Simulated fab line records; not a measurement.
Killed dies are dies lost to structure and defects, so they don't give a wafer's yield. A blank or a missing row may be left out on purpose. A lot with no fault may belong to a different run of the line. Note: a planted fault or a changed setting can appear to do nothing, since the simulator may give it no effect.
Chamber matching || flow sky130 || SKY_VIA1_ETCH_14 on rieDiel-03: 4 sister chambers
The step etches BARC in N2/H2, stops on SiO2, time 45.9 s, target depth 60 nm. 16 wafers are shown with their chamber, then 8 later ones without.

WAFERS, EACH WITH ITS CHAMBER
{"wafer": "L084.1", "chamber": 2, "drypumpMotorCurrentA (A)": 4.8, "oesProductAu (a.u.)": 0.853, "throttleValvePct (%)": 13.219}
{"wafer": "L084.2", "chamber": 1, "drypumpMotorCurrentA (A)": 5.4, "oesProductAu (a.u.)": 0.854, "throttleValvePct (%)": 13.213}
{"wafer": "L084.3", "chamber": 3, "drypumpMotorCurrentA (A)": 5.5, "oesProductAu (a.u.)": 0.851, "throttleValvePct (%)": 13.228}
{"wafer": "L084.4", "chamber": 1, "drypumpMotorCurrentA (A)": 5.3, "oesProductAu (a.u.)": 0.855, "throttleValvePct (%)": 13.227}
{"wafer": "L084.5", "chamber": 3, "drypumpMotorCurrentA (A)": 5.5, "oesProductAu (a.u.)": 0.851, "throttleValvePct (%)": 13.226}
{"wafer": "L084.6", "chamber": 2, "drypumpMotorCurrentA (A)": 4.7, "oesProductAu (a.u.)": 0.872, "throttleValvePct (%)": 13.233}
{"wafer": "L086.1", "chamber": 0, "drypumpMotorCurrentA (A)": 5.5, "oesProductAu (a.u.)": 0.855, "throttleValvePct (%)": 13.220}
{"wafer": "L086.2", "chamber": 2, "drypumpMotorCurrentA (A)": 4.7, "oesProductAu (a.u.)": 0.867, "throttleValvePct (%)": 13.225}
{"wafer": "L086.3", "chamber": 1, "drypumpMotorCurrentA (A)": 5.3, "oesProductAu (a.u.)": 0.856, "throttleValvePct (%)": 13.219}
{"wafer": "L086.4", "chamber": 2, "drypumpMotorCurrentA (A)": 4.7, "oesProductAu (a.u.)": 0.858, "throttleValvePct (%)": 13.228}
{"wafer": "L086.5", "chamber": 1, "drypumpMotorCurrentA (A)": 5.3, "oesProductAu (a.u.)": 0.856, "throttleValvePct (%)": 13.233}
{"wafer": "L086.6", "chamber": 0, "drypumpMotorCurrentA (A)": 5.4, "oesProductAu (a.u.)": 0.863, "throttleValvePct (%)": 13.216}
{"wafer": "L087.1", "chamber": 0, "drypumpMotorCurrentA (A)": 5.5, "oesProductAu (a.u.)": 0.855, "throttleValvePct (%)": 13.233}
{"wafer": "L087.2", "chamber": 2, "drypumpMotorCurrentA (A)": 4.7, "oesProductAu (a.u.)": 0.854, "throttleValvePct (%)": 13.235}
{"wafer": "L087.3", "chamber": 1, "drypumpMotorCurrentA (A)": 5.3, "oesProductAu (a.u.)": 0.852, "throttleValvePct (%)": 13.231}
{"wafer": "L087.4", "chamber": 0, "drypumpMotorCurrentA (A)": 5.5, "oesProductAu (a.u.)": 0.852, "throttleValvePct (%)": 13.225}

SIGNATURES, as means of the wafers listed above
{"reading": "drypumpMotorCurrentA", "chamber 0": 5.475, "chamber 1": 5.320, "chamber 2": 4.720, "chamber 3": 5.500, "scatter within a chamber": 0.0443}
{"reading": "oesProductAu", "chamber 0": 0.85625, "chamber 1": 0.85460, "chamber 2": 0.86080, "chamber 3": 0.85100, "scatter within a chamber": 0.00545}
{"reading": "throttleValvePct", "chamber 0": 13.22350, "chamber 1": 13.22460, "chamber 2": 13.22800, "chamber 3": 13.22700, "scatter within a chamber": 0.00713}
Rule: for a wafer and a chamber, the distance is found by dividing, reading by reading, the gap between the wafer's reading and the chamber's mean by the reading's scatter, squaring, summing and taking the root. If the next closest chamber is less than 2 further off than the closest, the wafer can't be placed; otherwise it belongs to the closest. The scatter: take each reading less its chamber's mean, square it, sum over the shown wafers, divide by the number of wafers less the number of chambers, and take the root.

WAFERS WITH NO CHAMBER GIVEN
{"wafer": "L087.5", "drypumpMotorCurrentA (A)": 5.3, "oesProductAu (a.u.)": 0.868, "throttleValvePct (%)": 13.209}
{"wafer": "L087.6", "drypumpMotorCurrentA (A)": 4.8, "oesProductAu (a.u.)": 0.866, "throttleValvePct (%)": 13.222}
{"wafer": "L088.1", "drypumpMotorCurrentA (A)": 5.3, "oesProductAu (a.u.)": 0.861, "throttleValvePct (%)": 13.229}
{"wafer": "L088.2", "drypumpMotorCurrentA (A)": 5.5, "oesProductAu (a.u.)": 0.859, "throttleValvePct (%)": 13.232}
{"wafer": "L088.3", "drypumpMotorCurrentA (A)": 4.7, "oesProductAu (a.u.)": 0.855, "throttleValvePct (%)": 13.239}
{"wafer": "L088.4", "drypumpMotorCurrentA (A)": 5.3, "oesProductAu (a.u.)": 0.849, "throttleValvePct (%)": 13.224}
{"wafer": "L088.5", "drypumpMotorCurrentA (A)": 5.5, "oesProductAu (a.u.)": 0.851, "throttleValvePct (%)": 13.224}
{"wafer": "L088.6", "drypumpMotorCurrentA (A)": 4.7, "oesProductAu (a.u.)": 0.856, "throttleValvePct (%)": 13.216}

WHICH CHAMBER EACH WENT THROUGH
{"wafer": "L087.5", "from the rows above": "can't be placed: 1 or 0", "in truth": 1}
{"wafer": "L087.6", "from the rows above": 2, "in truth": 2}
{"wafer": "L088.1", "from the rows above": 1, "in truth": 1}
{"wafer": "L088.2", "from the rows above": "can't be placed: 0 or 3", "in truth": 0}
{"wafer": "L088.3", "from the rows above": 2, "in truth": 2}
{"wafer": "L088.4", "from the rows above": 1, "in truth": 1}
{"wafer": "L088.5", "from the rows above": "can't be placed: 3 or 0", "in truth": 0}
{"wafer": "L088.6", "from the rows above": 2, "in truth": 2}
Placed correctly: 5 of 8. Can't be placed from these rows: 3 (the true chamber is among the candidates in 3). Number placed wrongly: 0.
